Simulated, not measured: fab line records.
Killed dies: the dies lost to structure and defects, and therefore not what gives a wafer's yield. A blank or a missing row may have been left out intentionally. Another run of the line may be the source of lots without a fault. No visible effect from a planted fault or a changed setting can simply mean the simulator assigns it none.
fab line records    flow sky130
record: lots: 24  wafers: 72  last-day: 50
route steps=708 shown METAL1@451 METAL2@502 VIA2@510 METAL3@535 CAPM@538 METAL5@675
lots with no fault: from the same line, run without faults
start-h: start of the lot's first displayed wafer, in hours after the record's first day    wait-h: hours from the lot's prior step to this one    " the same as in the row above    L1.1+2: a row that stands for several wafers    - value missing, or start not given    * or withheld: withheld    < > ~ a bound
route shown NAME@n: a module of which the file shows steps, and the number in the route of the first    usual: the fault-free wafers' mean and standard deviation    same: alike in all rows    chamber/n: place in a boat    sites: each site's reading    _std_site: how widely they spread, as a standard deviation    _edge_site: inner sites' mean taken away from outer sites' mean    radius-mm: for every site, how far away it sits from the centre of the wafer    mask NAME#n: copy n    behind: the last tool/chamber to shape the wafer    hold: cause of the lot's hold/its duration in hours/its outcome    device: the n, p or np transistor that did not switch    end of line: the same wafers' tests at the end of the route    a step with no rows: only its recipe    killed: dies lost to structure and defects at the first sort, not the wafer's yield    map: a wafer's dies, x killed, . not, _ none there
set.NAME: the run value of the setting; set.NAME@STEP: its run value at that earlier step    model.NAME: the simulator's own value behind a step, which no gauge read
steps of the route over a sample of lots; a table a step, a row a wafer
services: when a tool's chamber went out of use (start-h, in hours from the record's first day, below 0 if earlier), for how many hours, and the reason
== steps ==
step: SKY_METAL1_DESCUM_17
recipe: chemistry: O2  source-power-w: 150  bias-power-w: 0  pressure-mtorr: 10  temp-c: 40  time-s: 8
usual: drypump-motor-current-A: 5.5/0.32  oes-product-au: 1.003/0.017  temp-c: 39.98/0.12
lot.wafer  tool          chamber  start-h  wait-h  drypump-motor-current-A  oes-product-au  rf-hours-counter-h  temp-c
L074.1     rie-metal-02  0        767.64   0.0     5.9                      1.023           10                  39.79
L074.4     "             0        "        "       5.9                      1.031           -                   39.74
L074.6     "             0        "        "       6.0                      1.031           -                   39.74
L075.3     rie-metal-01  1        778.19   0.0     5.1                      1.008           -                   39.93
L075.4     "             0        "        "       5.9                      0.990           -                   39.88
L075.5     "             0        "        "       5.9                      0.982           -                   39.97
L076.1     rie-metal-03  0        782.67   0.0     5.6                      1.003           13                  39.98
L076.2     "             1        "        "       5.2                      1.028           4                   39.93
L076.6     "             1        "        "       5.2                      1.008           -                   39.95
L077.1     rie-metal-02  1        792.94   0.0     5.3                      1.009           3                   39.79
L077.2     "             0        "        "       6.0                      1.010           11                  39.85
L077.4     "             1        "        "       5.3                      1.006           -                   39.91
L078.1     rie-metal-01  1        800.77   0.0     5.1                      1.008           10                  40.15
L078.5     "             1        "        "       5.1                      1.017           -                   40.22
L078.6     "             0        "        "       5.8                      0.994           -                   40.18
L079.2     rie-metal-01  0        803.77   0.0     5.8                      0.991           3                   39.96
L079.3     "             1        "        "       5.1                      1.015           -                   39.96
L079.4     "             0        "        "       5.8                      0.987           -                   40.05
L080.1     rie-metal-02  1        813.09   0.0     5.3                      1.006           4                   40.09
L080.2     "             0        "        "       6.0                      1.010           12                  40.03
L080.5     "             0        "        "       6.0                      1.021           -                   39.99
L081.1     rie-metal-03  1        821.09   0.0     5.2                      1.015           7                   40.14
L081.3     "             1        "        "       5.2                      1.007           -                   40.06
L081.4     "             1        "        "       5.1                      1.018           -                   40.21
L082.3     rie-metal-03  1        833.31   0.0     5.2                      1.017           -                   39.94
L082.5     "             0        "        "       5.6                      0.969           -                   39.89
L082.6     "             1        "        "       5.2                      1.020           -                   39.97
L083.2     rie-metal-02  1        839.13   0.0     5.3                      1.004           5                   40.03
L083.3     "             0        "        "       5.9                      1.006           -                   39.98
L083.4     "             1        "        "       5.3                      1.008           -                   39.90
L084.1     rie-metal-02  1        843.84   0.0     5.3                      1.007           5                   40.14
L084.3     "             1        "        "       5.3                      1.011           -                   39.92
L084.4     "             0        "        "       6.0                      1.010           -                   39.86
L085.2     rie-metal-03  0        852.17   0.0     5.6                      0.982           1                   39.92
L085.4     "             1        "        "       5.2                      1.015           -                   40.04
L085.5     "             0        "        "       5.6                      0.974           -                   39.93
L086.1     rie-metal-02  0        859.02   0.0     6.0                      1.020           14                  40.01
L086.3     "             1        "        "       5.3                      1.019           -                   39.91
L086.4     "             0        "        "       6.0                      1.015           -                   39.74
L087.2     rie-metal-03  1        866.92   0.0     5.2                      1.005           9                   39.96
L087.3     "             0        "        "       5.6                      0.986           -                   40.17
L087.5     "             1        "        "       5.2                      1.011           -                   39.92
L088.3     rie-metal-03  0        874.20   0.0     5.6                      0.971           -                   39.77
L088.5     "             0        "        "       5.6                      0.969           -                   39.98
L088.6     "             1        "        "       5.2                      1.002           -                   39.94
L089.4     rie-metal-01  0        882.64   0.0     5.9                      0.981           -                   40.07
L089.5     "             1        "        "       5.1                      1.011           -                   40.00
L089.6     "             0        "        "       5.8                      0.976           -                   40.00
L090.2     rie-metal-01  1        888.04   0.0     5.1                      1.012           14                  40.07
L090.3     "             1        "        "       5.1                      1.011           -                   39.96
L090.5     "             1        "        "       5.1                      1.006           -                   39.91
L091.4     rie-metal-03  1        898.25   0.0     5.2                      1.021           -                   39.82
L091.5     "             1        "        "       5.2                      1.017           -                   40.02
L091.6     "             0        "        "       5.6                      0.979           -                   39.87
L092.1     rie-metal-03  1        904.14   0.0     5.1                      1.017           10                  40.08
L092.4     "             0        "        "       5.6                      0.973           -                   39.94
L092.6     "             0        "        "       5.6                      0.970           -                   39.82
L093.2     rie-metal-03  0        908.79   0.0     5.6                      0.976           3                   40.05
L093.3     "             1        "        "       5.2                      1.025           -                   39.86
L093.5     "             1        "        "       5.2                      1.017           -                   39.81
L094.1     rie-metal-02  0        917.24   0.0     6.0                      1.003           16                  40.21
L094.2     "             1        "        "       5.3                      0.999           9                   39.95
L094.5     "             0        "        "       6.0                      1.011           -                   40.03
L095.1     rie-metal-01  0        922.09   0.0     5.8                      0.987           8                   39.77
L095.2     "             1        "        "       5.1                      1.018           16                  40.01
L095.5     "             1        "        "       5.1                      1.005           -                   40.01
L096.3     rie-metal-03  1        928.68   0.0     5.2                      1.015           -                   40.11
L096.4     "             0        "        "       5.6                      0.979           -                   39.81
L096.5     "             0        "        "       5.6                      0.975           -                   39.70
L097.2     rie-metal-02  1        943.42   0.0     5.3                      1.019           10                  39.90
L097.3     "             1        "        "       5.3                      1.014           -                   40.02
L097.4     "             0        "        "       6.0                      1.019           -                   39.91
step: SKY_METAL2_METAL_ETCH_19
recipe: target-depth-a: 3600  stop-on: SiO2  over-etch-frac: 0.3  time-s: 78  chemistry: Cl2/BCl3  resist-sidewall-deg: 88  pressure-mtorr: 10  icp-w: 900  bias-w: 48.5  Cl2_flow_sccm: 60  bcl3-flow-sccm: 30
usual: drypump-motor-current-A: 5.4/0.37  mfc-cl2-sccm: 60.02/0.2  oes-product-au: 0.850/0.0077  throttle-valve-pct: 22.264/0.0095
lot.wafer  tool          chamber  start-h  wait-h  drypump-motor-current-A  mfc-cl2-sccm  oes-product-au  rf-hours-counter-h  throttle-valve-pct
L074.1     rie-metal-04  0        824.42   0.0     5.0                      60.24         0.850           10                  22.266
L074.4     "             0        "        "       4.9                      59.97         0.844           -                   22.265
L074.6     "             1        "        "       5.6                      60.12         0.848           -                   22.258
L075.3     rie-metal-02  1        834.66   0.1     5.3                      60.10         0.843           -                   22.264
L075.4     "             0        "        "       6.0                      59.68         0.845           -                   22.263
L075.5     "             1        "        "       5.3                      60.05         0.848           -                   22.273
L076.1     rie-metal-01  0        838.53   0.0     5.9                      60.28         0.868           4                   22.262
L076.2     "             1        "        "       5.1                      60.20         0.844           12                  22.277
L076.6     "             0        "        "       5.8                      59.98         0.867           -                   22.270
L077.1     rie-metal-04  1        849.78   0.0     5.6                      60.07         0.843           12                  22.246
L077.2     "             0        "        "       5.0                      59.99         0.852           11                  22.266
L077.4     "             0        "        "       5.0                      59.63         0.850           -                   22.246
L078.1     rie-metal-04  1        856.73   0.0     5.6                      59.95         0.863           13                  22.281
L078.5     "             1        "        "       5.6                      59.89         0.873           -                   22.258
L078.6     "             0        "        "       4.9                      60.06         0.845           -                   22.271
L079.2     rie-metal-01  1        859.47   0.0     5.1                      60.06         0.847           13                  22.264
L079.3     "             0        "        "       5.8                      60.02         0.852           -                   22.279
L079.4     "             1        "        "       5.1                      60.06         0.850           -                   22.278
L080.1     rie-metal-01  1        868.33   0.0     5.1                      59.89         0.850           14                  22.256
L080.2     "             0        "        "       5.8                      59.96         0.852           5                   22.265
L080.5     "             0        "        "       5.8                      60.08         0.841           -                   22.264
L081.1     rie-metal-02  1        876.93   0.0     5.3                      59.92         0.859           7                   22.279
L081.3     "             1        "        "       5.3                      59.60         0.856           -                   22.268
L081.4     "             0        "        "       6.0                      60.34         0.848           -                   22.272
L082.3     rie-metal-04  1        889.01   0.1     5.6                      59.93         0.847           -                   22.266
L082.5     "             1        "        "       5.6                      60.00         0.851           -                   22.260
L082.6     "             0        "        "       5.0                      60.09         0.848           -                   22.274
L083.2     rie-metal-01  0        894.98   0.0     5.8                      60.24         0.832           6                   22.261
L083.3     "             0        "        "       5.8                      60.17         0.856           -                   22.280
L083.4     "             1        "        "       5.1                      59.92         0.853           -                   22.264
L084.1     rie-metal-01  1        900.35   0.0     5.1                      59.92         0.852           15                  22.264
L084.3     "             1        "        "       5.1                      60.21         0.854           -                   22.262
L084.4     "             0        "        "       5.8                      59.87         0.848           -                   22.268
L085.2     rie-metal-01  1        907.07   0.0     5.1                      60.14         0.862           15                  22.275
L085.4     "             0        "        "       5.8                      60.15         0.845           -                   22.247
L085.5     "             0        "        "       5.8                      60.31         0.854           -                   22.265
L086.1     rie-metal-01  1        914.07   0.0     5.1                      60.52         0.845           15                  22.278
L086.3     "             1        "        "       5.1                      60.32         0.856           -                   22.262
L086.4     "             0        "        "       5.8                      60.03         0.845           -                   22.265
L087.2     rie-metal-04  1        921.28   0.0     5.6                      59.99         0.860           16                  22.261
L087.3     "             1        "        "       5.6                      59.97         0.855           -                   22.287
L087.5     "             0        "        "       5.0                      59.94         0.855           -                   22.261
L088.3     rie-metal-04  0        928.66   0.1     5.0                      59.85         0.857           -                   22.257
L088.5     "             1        "        "       5.6                      59.85         0.854           -                   22.260
L088.6     "             0        "        "       5.0                      59.84         0.851           -                   22.280
L089.4     rie-metal-04  0        936.96   0.1     5.0                      59.90         0.845           -                   22.254
L089.5     "             1        "        "       5.6                      60.13         0.848           -                   22.262
L089.6     "             0        "        "       5.0                      60.37         0.858           -                   22.263
L090.2     rie-metal-04  0        941.73   0.0     5.0                      60.04         0.850           15                  22.264
L090.3     "             1        "        "       5.6                      60.13         0.843           -                   22.260
L090.5     "             0        "        "       5.0                      60.11         0.846           -                   22.274
L091.4     rie-metal-02  1        951.86   0.1     5.3                      59.99         0.847           -                   22.264
L091.5     "             0        "        "       6.0                      60.07         0.839           -                   22.262
L091.6     "             1        "        "       5.3                      59.91         0.843           -                   22.247
L092.1     rie-metal-01  1        956.21   0.1     5.1                      59.86         0.845           18                  22.243
L092.4     "             1        "        "       5.1                      60.25         0.838           -                   22.263
L092.6     "             1        "        "       5.1                      59.90         0.847           -                   22.255
L093.2     rie-metal-02  0        961.08   0.0     6.0                      60.21         0.852           18                  22.251
L093.3     "             1        "        "       5.3                      60.09         0.848           -                   22.264
L093.5     "             0        "        "       5.9                      60.13         0.847           -                   22.264
L094.1     rie-metal-04  0        969.82   0.1     5.0                      59.97         0.850           16                  22.244
L094.2     "             0        "        "       5.0                      59.83         0.837           -                   22.273
L094.5     "             0        "        "       5.0                      60.08         0.851           -                   22.264
L095.1     rie-metal-01  1        975.18   0.0     5.1                      59.62         0.831           19                  22.265
L095.2     "             0        "        "       5.8                      59.95         0.841           10                  22.265
L095.5     "             0        "        "       5.8                      59.88         0.863           -                   22.263
L096.3     rie-metal-01  0        980.11   0.1     5.8                      60.01         0.853           -                   22.268
L096.4     "             1        "        "       5.1                      59.86         0.852           -                   22.286
L096.5     "             0        "        "       5.8                      60.11         0.862           -                   22.257
L097.2     rie-metal-02  0        994.53   0.0     6.0                      60.22         0.843           20                  22.261
L097.3     "             1        "        "       5.3                      60.20         0.848           -                   22.254
L097.4     "             0        "        "       5.9                      60.31         0.846           -                   22.254
step: SKY_VIA2_BOW_MEAS_03
recipe: mode: bow
usual: VIA2_BOW: 87/7.2
lot.wafer  tool           chamber  start-h  wait-h  VIA2_BOW[um]
L074.1     film-metro-04  -        825.61   0.1     83
L074.4     "              -        "        "       89
L074.6     "              -        "        "       98
L075.3     film-metro-01  -        835.86   0.3     85
L075.4     "              -        "        "       94
L075.5     "              -        "        "       87
L076.1     film-metro-04  -        839.70   0.2     85
L076.2     "              -        "        "       90
L076.6     "              -        "        "       90
L077.1     film-metro-04  -        851.01   0.2     87
L077.2     "              -        "        "       90
L077.4     "              -        "        "       90
L078.1     film-metro-02  -        857.90   0.1     78
L078.5     "              -        "        "       84
L078.6     "              -        "        "       88
L079.2     film-metro-01  -        860.66   0.1     83
L079.3     "              -        "        "       91
L079.4     "              -        "        "       85
L080.1     film-metro-04  -        869.53   0.2     86
L080.2     "              -        "        "       74
L080.5     "              -        "        "       80
L081.1     film-metro-02  -        878.09   0.2     82
L081.3     "              -        "        "       86
L081.4     "              -        "        "       91
L082.3     film-metro-01  -        890.19   0.3     84
L082.5     "              -        "        "       74
L082.6     "              -        "        "       82
L083.2     film-metro-02  -        896.16   0.3     82
L083.3     "              -        "        "       84
L083.4     "              -        "        "       72
L084.1     film-metro-01  -        901.95   0.1     95
L084.3     "              -        "        "       90
L084.4     "              -        "        "       88
L085.2     film-metro-02  -        908.26   0.1     80
L085.4     "              -        "        "       83
L085.5     "              -        "        "       80
L086.1     film-metro-01  -        915.41   0.1     89
L086.3     "              -        "        "       89
L086.4     "              -        "        "       72
L087.2     film-metro-01  -        922.55   0.3     94
L087.3     "              -        "        "       99
L087.5     "              -        "        "       97
L088.3     film-metro-01  -        929.84   0.3     98
L088.5     "              -        "        "       81
L088.6     "              -        "        "       89
L089.4     film-metro-02  -        938.19   0.2     92
L089.5     "              -        "        "       90
L089.6     "              -        "        "       91
L090.2     film-metro-01  -        942.92   0.1     76
L090.3     "              -        "        "       80
L090.5     "              -        "        "       74
L091.4     film-metro-04  -        953.10   0.3     78
L091.5     "              -        "        "       84
L091.6     "              -        "        "       83
L092.1     film-metro-01  -        957.44   0.1     101
L092.4     "              -        "        "       89
L092.6     "              -        "        "       93
L093.2     film-metro-04  -        962.27   0.1     74
L093.3     "              -        "        "       108
L093.5     "              -        "        "       83
L094.1     film-metro-02  -        971.08   0.2     94
L094.2     "              -        "        "       78
L094.5     "              -        "        "       88
L095.1     film-metro-04  -        976.35   0.1     99
L095.2     "              -        "        "       89
L095.5     "              -        "        "       92
L096.3     film-metro-01  -        981.29   0.2     85
L096.4     "              -        "        "       83
L096.5     "              -        "        "       99
L097.2     film-metro-02  -        995.72   0.2     105
L097.3     "              -        "        "       99
L097.4     "              -        "        "       89
step: SKY_METAL3_SPUTTER_03
recipe: material: Ti  target-thk-nm: 5  power-w: 3000  time-s: 3.3  chamber-pressure-pa: 0.4
usual: throttle-valve-pct: 30.2/0.76
lot.wafer  tool            chamber  start-h  wait-h  throttle-valve-pct
L074.1     pvd-sputter-04  -        853.58   0.0     30.1
L074.4     "               -        "        "       30.4
L074.6     "               -        "        "       30.3
L075.3     pvd-sputter-01  -        863.70   0.0     29.3
L075.4     "               -        "        "       29.2
L075.5     "               -        "        "       29.4
L076.1     pvd-sputter-04  -        867.43   0.0     29.2
L076.2     "               -        "        "       30.4
L076.6     "               -        "        "       30.3
L077.1     pvd-sputter-01  -        878.73   0.0     31.0
L077.2     "               -        "        "       30.6
L077.4     "               -        "        "       29.1
L078.1     pvd-sputter-04  -        885.33   0.0     30.4
L078.5     "               -        "        "       30.4
L078.6     "               -        "        "       30.5
L079.2     pvd-sputter-04  -        888.53   0.0     29.2
L079.3     "               -        "        "       30.4
L079.4     "               -        "        "       30.5
L080.1     pvd-sputter-04  -        897.59   0.0     29.0
L080.2     "               -        "        "       30.7
L080.5     "               -        "        "       29.4
L081.1     pvd-sputter-01  -        905.08   0.0     30.9
L081.3     "               -        "        "       30.4
L081.4     "               -        "        "       29.1
L082.3     pvd-sputter-04  -        917.12   0.0     29.2
L082.5     "               -        "        "       29.4
L082.6     "               -        "        "       30.4
L083.2     pvd-sputter-04  -        923.50   0.0     31.0
L083.3     "               -        "        "       30.4
L083.4     "               -        "        "       29.2
L084.1     pvd-sputter-03  -        928.15   0.0     29.5
L084.3     "               -        "        "       29.9
L084.4     "               -        "        "       29.9
L085.2     pvd-sputter-03  -        934.46   0.0     29.7
L085.4     "               -        "        "       29.8
L085.5     "               -        "        "       30.0
L086.1     pvd-sputter-01  -        941.20   0.0     30.7
L086.3     "               -        "        "       29.3
L086.4     "               -        "        "       29.6
L087.2     pvd-sputter-01  -        948.97   0.0     29.8
L087.3     "               -        "        "       29.1
L087.5     "               -        "        "       30.6
L088.3     pvd-sputter-03  -        955.65   0.0     29.5
L088.5     "               -        "        "       29.9
L088.6     "               -        "        "       31.7
L089.4     pvd-sputter-01  -        963.85   0.0     29.2
L089.5     "               -        "        "       30.8
L089.6     "               -        "        "       29.4
L090.2     pvd-sputter-04  -        968.91   0.0     31.2
L090.3     "               -        "        "       30.3
L090.5     "               -        "        "       31.0
L091.4     pvd-sputter-04  -        978.74   0.0     29.2
L091.5     "               -        "        "       29.2
L091.6     "               -        "        "       30.7
L092.1     pvd-sputter-04  -        982.70   0.0     31.0
L092.4     "               -        "        "       29.0
L092.6     "               -        "        "       31.3
L093.2     pvd-sputter-03  -        988.48   0.0     31.6
L093.3     "               -        "        "       29.7
L093.5     "               -        "        "       30.0
L094.1     pvd-sputter-03  -        996.49   0.0     30.1
L094.2     "               -        "        "       29.6
L094.5     "               -        "        "       29.5
L095.1     pvd-sputter-01  -        1002.34  0.0     29.6
L095.2     "               -        "        "       30.5
L095.5     "               -        "        "       30.7
L096.3     pvd-sputter-04  -        1006.91  0.0     30.5
L096.4     "               -        "        "       30.0
L096.5     "               -        "        "       29.3
L097.2     pvd-sputter-03  -        1021.28  0.0     30.1
L097.3     "               -        "        "       29.8
L097.4     "               -        "        "       31.8
step: SKY_CAPM_THK_MEAS_01
recipe: reads: SiO2_of_CAPM_CVD_00
usual: CAPM_CVD_00_THK: 15.42/0.27
lot.wafer  tool           chamber  start-h  wait-h  CAPM_CVD_00_THK[nm]
L074.1     film-metro-01  -        853.67   -       15.64
L074.4     "              -        "        "       15.48
L074.6     "              -        "        "       15.76
L075.3     film-metro-02  -        863.81   -       15.26
L075.4     "              -        "        "       15.63
L075.5     "              -        "        "       15.08
L076.1     film-metro-02  -        867.52   -       15.39
L076.2     "              -        "        "       15.50
L076.6     "              -        "        "       15.23
L077.1     film-metro-01  -        878.88   -       15.36
L077.2     "              -        "        "       15.00
L077.4     "              -        "        "       15.48
L078.1     film-metro-02  -        885.42   -       15.05
L078.5     "              -        "        "       15.45
L078.6     "              -        "        "       16.11
L079.2     film-metro-02  -        888.63   -       15.57
L079.3     "              -        "        "       15.39
L079.4     "              -        "        "       15.43
L080.1     film-metro-01  -        897.68   -       15.64
L080.2     "              -        "        "       15.69
L080.5     "              -        "        "       15.63
L081.1     film-metro-03  -        905.17   -       15.59
L081.3     "              -        "        "       15.36
L081.4     "              -        "        "       15.66
L082.3     film-metro-01  -        917.23   -       15.32
L082.5     "              -        "        "       15.44
L082.6     "              -        "        "       15.92
L083.2     film-metro-03  -        923.60   -       15.61
L083.3     "              -        "        "       15.52
L083.4     "              -        "        "       15.88
L084.1     film-metro-01  -        928.25   -       15.05
L084.3     "              -        "        "       15.17
L084.4     "              -        "        "       14.95
L085.2     film-metro-02  -        934.57   -       15.62
L085.4     "              -        "        "       15.54
L085.5     "              -        "        "       15.25
L086.1     film-metro-01  -        941.29   -       15.37
L086.3     "              -        "        "       15.07
L086.4     "              -        "        "       15.38
L087.2     film-metro-01  -        949.07   -       15.22
L087.3     "              -        "        "       15.71
L087.5     "              -        "        "       15.64
L088.3     film-metro-02  -        955.75   -       15.45
L088.5     "              -        "        "       15.65
L088.6     "              -        "        "       15.60
L089.4     film-metro-02  -        963.97   -       15.95
L089.5     "              -        "        "       16.16
L089.6     "              -        "        "       15.87
L090.2     film-metro-01  -        969.01   -       15.61
L090.3     "              -        "        "       15.44
L090.5     "              -        "        "       15.65
L091.4     film-metro-01  -        978.86   -       15.53
L091.5     "              -        "        "       15.83
L091.6     "              -        "        "       15.48
L092.1     film-metro-02  -        982.80   -       15.29
L092.4     "              -        "        "       15.54
L092.6     "              -        "        "       15.48
L093.2     film-metro-02  -        988.58   -       15.03
L093.3     "              -        "        "       15.39
L093.5     "              -        "        "       15.53
L094.1     film-metro-01  -        996.58   -       15.22
L094.2     "              -        "        "       15.30
L094.5     "              -        "        "       15.81
L095.1     film-metro-03  -        1002.44  -       14.71
L095.2     "              -        "        "       14.92
L095.5     "              -        "        "       15.01
L096.3     film-metro-02  -        1007.03  -       15.24
L096.4     "              -        "        "       15.28
L096.5     "              -        "        "       15.30
L097.2     film-metro-02  -        1021.38  -       15.56
L097.3     "              -        "        "       15.48
L097.4     "              -        "        "       15.40
step: SKY_METAL5_DESCUM_14
recipe: chemistry: O2  source-power-w: 150  bias-power-w: 0  pressure-mtorr: 10  temp-c: 40  time-s: 11
usual: drypump-motor-current-A: 5.4/0.31  oes-product-au: 0.994/0.017  temp-c: 40.02/0.12
lot.wafer  tool          chamber  start-h  wait-h  drypump-motor-current-A  oes-product-au  rf-hours-counter-h  temp-c
L074.1     rie-metal-03  1        1031.93  0.1     5.1                      1.014           17                  39.80
L074.4     "             0        "        "       5.6                      0.970           -                   39.78
L074.6     "             0        "        "       5.6                      0.973           -                   39.93
L075.3     rie-metal-04  0        1041.59  0.1     5.0                      0.986           -                   40.09
L075.4     "             1        "        "       5.6                      0.999           -                   40.02
L075.5     "             1        "        "       5.6                      0.997           -                   40.06
L076.1     rie-metal-04  0        1046.42  0.1     5.0                      0.981           2                   39.98
L076.2     "             1        "        "       5.6                      0.999           6                   40.10
L076.6     "             0        "        "       5.0                      0.978           -                   39.97
L077.1     rie-metal-01  0        1053.38  0.1     5.8                      0.970           13                  40.08
L077.2     "             1        "        "       5.1                      1.020           22                  39.96
L077.4     "             1        "        "       5.1                      1.016           -                   39.87
L078.1     rie-metal-01  1        1060.48  0.1     5.1                      1.004           22                  40.24
L078.5     "             1        "        "       5.1                      1.013           -                   39.94
L078.6     "             0        "        "       5.8                      0.986           -                   40.02
L079.2     rie-metal-03  0        1063.72  0.1     5.6                      0.984           12                  40.20
L079.3     "             1        "        "       5.1                      1.028           -                   40.06
L079.4     "             0        "        "       5.6                      0.977           -                   40.34
L080.1     rie-metal-01  1        1072.53  0.1     5.1                      1.009           23                  39.94
L080.2     "             0        "        "       5.8                      0.982           15                  40.06
L080.5     "             0        "        "       5.8                      0.987           -                   40.07
L081.1     rie-metal-03  1        1076.12  0.1     5.2                      1.016           20                  40.06
L081.3     "             1        "        "       5.2                      1.028           -                   40.08
L081.4     "             0        "        "       5.6                      0.972           -                   39.94
L082.3     rie-metal-03  1        1086.84  0.1     5.2                      1.027           -                   40.16
L082.5     "             0        "        "       5.6                      0.981           -                   40.10
L082.6     "             1        "        "       5.2                      1.023           -                   39.88
L083.2     rie-metal-04  0        1093.58  0.1     5.0                      0.980           5                   39.87
L083.3     "             0        "        "       5.0                      0.974           -                   39.76
L083.4     "             1        "        "       5.6                      0.990           -                   40.08
L084.1     rie-metal-03  0        1095.68  0.1     5.6                      0.971           15                  40.03
L084.3     "             0        "        "       5.6                      0.970           -                   40.07
L084.4     "             1        "        "       5.1                      1.015           -                   40.24
L085.2     rie-metal-03  0        1101.68  0.1     5.6                      0.970           15                  40.23
L085.4     "             0        "        "       5.6                      0.966           -                   40.11
L085.5     "             0        "        "       5.6                      0.970           -                   40.14
L086.1     rie-metal-01  0        1107.93  0.1     5.8                      0.992           17                  39.95
L086.3     "             0        "        "       5.8                      0.993           -                   40.01
L086.4     "             1        "        "       5.1                      1.016           -                   39.78
L087.2     rie-metal-04  0        1115.22  0.1     5.0                      0.976           7                   39.96
L087.3     "             0        "        "       5.0                      0.976           -                   40.15
L087.5     "             1        "        "       5.6                      0.993           -                   39.92
L088.3     rie-metal-01  1        1119.34  0.1     5.1                      1.008           -                   40.03
L088.5     "             0        "        "       5.8                      0.982           -                   39.99
L088.6     "             1        "        "       5.1                      1.003           -                   39.96
L089.4     rie-metal-04  1        1124.24  0.1     5.6                      0.993           -                   40.07
L089.5     "             1        "        "       5.6                      0.986           -                   40.12
L089.6     "             0        "        "       5.0                      0.980           -                   39.92
L090.2     rie-metal-01  1        1128.68  0.1     5.1                      1.013           27                  39.95
L090.3     "             1        "        "       5.1                      1.021           -                   40.04
L090.5     "             0        "        "       5.8                      0.988           -                   40.21
L091.4     rie-metal-01  0        1137.58  0.1     5.8                      0.986           -                   40.06
L091.5     "             0        "        "       5.8                      0.983           -                   39.91
L091.6     "             1        "        "       5.1                      1.013           -                   40.16
L092.1     rie-metal-01  1        1141.18  0.1     5.1                      1.013           28                  40.02
L092.4     "             1        "        "       5.1                      1.020           -                   39.94
L092.6     "             1        "        "       5.1                      1.018           -                   39.96
L093.2     rie-metal-04  0        1144.08  0.1     5.0                      0.987           10                  40.22
L093.3     "             0        "        "       5.0                      0.978           -                   40.33
L093.5     "             1        "        "       5.6                      0.998           -                   39.84
L094.1     rie-metal-03  1        1151.13  0.1     5.2                      1.015           25                  40.05
L094.2     "             0        "        "       5.6                      0.959           19                  39.94
L094.5     "             0        "        "       5.6                      0.962           -                   39.94
L095.1     rie-metal-03  1        1157.27  0.1     5.2                      1.009           26                  40.30
L095.2     "             0        "        "       5.5                      0.980           19                  40.02
L095.5     "             1        "        "       5.2                      1.008           -                   40.01
L096.3     rie-metal-04  1        1159.74  0.1     5.6                      0.999           -                   39.63
L096.4     "             1        "        "       5.6                      0.999           -                   40.00
L096.5     "             1        "        "       5.6                      0.985           -                   39.93
L097.2     rie-metal-01  0        1167.44  0.1     5.8                      0.975           -                   40.01
L097.3     "             0        "        "       5.9                      0.969           -                   40.18
L097.4     "             0        "        "       5.9                      0.974           -                   40.05
== services ==
tool            chamber  start-h  hours  kind
pvd-sputter-01  -        744.19   2.5    repair
rie-metal-03    -        744.73   28.1   pm
rie-metal-03    0        798.82   2.8    repair
rie-metal-01    0        813.47   9.8    repair
rie-metal-04    -        821.12   2.8    pm
pvd-sputter-04  -        839.28   0.5    repair
pvd-sputter-01  -        847.65   0.8    repair
rie-metal-01    0        854.85   3.8    repair
rie-metal-04    0        907.78   4.0    repair
pvd-sputter-01  -        910.02   2.1    repair
rie-metal-03    -        920.49   0.2    repair
rie-metal-03    1        976.43   1.9    repair
rie-metal-02    -        993.62   0.6    repair
pvd-sputter-04  -        1016.30  5.2    repair
rie-metal-01    -        1021.68  28.1   pm
rie-metal-01    -        1059.94  0.4    repair
rie-metal-03    -        1061.93  1.5    repair
rie-metal-01    0        1063.39  2.8    repair
rie-metal-02    -        1077.73  14.6   pm
rie-metal-01    -        1090.09  4.3    pm
pvd-sputter-04  -        1094.85  1.5    repair
rie-metal-03    -        1115.38  1.4    pm
rie-metal-01    -        1127.20  0.5    repair
rie-metal-04    0        1149.08  24.3   repair
== key ==
fault none
